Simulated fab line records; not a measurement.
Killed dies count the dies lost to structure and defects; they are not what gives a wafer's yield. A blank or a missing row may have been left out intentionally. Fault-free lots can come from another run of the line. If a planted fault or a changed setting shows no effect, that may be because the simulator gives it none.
Chamber matching    flow gf180mcu    GF_V2_CMP_26 on cmp-01 has 4 sister chambers
The step polishes, stops on SiO2, t overpolish 15 s, target thk 0 nm. 4 wafers are shown with their chamber, then 8 later ones without.

== WAFERS WITH THEIR CHAMBER ==
wafer   chamber  motor_current_A (A)
L902.4  1        11.2
L903.1  2        11.5
L903.6  3        11.4
L904.2  0        11.2

== WAFERS WITHOUT THEIR CHAMBER ==
wafer   motor_current_A (A)
L904.4  11.1
L904.6  12.1
L905.2  11.0
L905.3  12.3
L905.4  11.4
L906.2  12.2
L906.3  11.0
L906.6  11.1

== WHICH CHAMBER EACH ONE RAN IN ==
wafer   from the rows above                in truth
L904.4  can't be placed: 0 or 1 or 3 or 2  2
L904.6  can't be placed: 2 or 3 or 0 or 1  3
L905.2  can't be placed: 0 or 1 or 3 or 2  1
L905.3  can't be placed: 2 or 3 or 0 or 1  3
L905.4  can't be placed: 3 or 2 or 0 or 1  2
L906.2  can't be placed: 2 or 3 or 0 or 1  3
L906.3  can't be placed: 0 or 1 or 3 or 2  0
L906.6  can't be placed: 0 or 1 or 3 or 2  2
0 of 8 placed correctly. From these rows, 8 cannot be placed; in 8 the true chamber is one of the candidates. Wrongly placed: 0.
How it was worked out, from the rows above alone: a wafer's distance from a chamber is the root of the sum, over the readings, of the square of ((its reading less the chamber's mean) divided by the reading's scatter). If the next closest chamber is less than 2 further off than the closest, the wafer can't be placed; otherwise it belongs to the closest. Each chamber's mean is taken over the wafers shown for it. The scatter: with one shown wafer a chamber, the root of the mean of the squares of how far each hidden wafer lies from its nearest shown one.
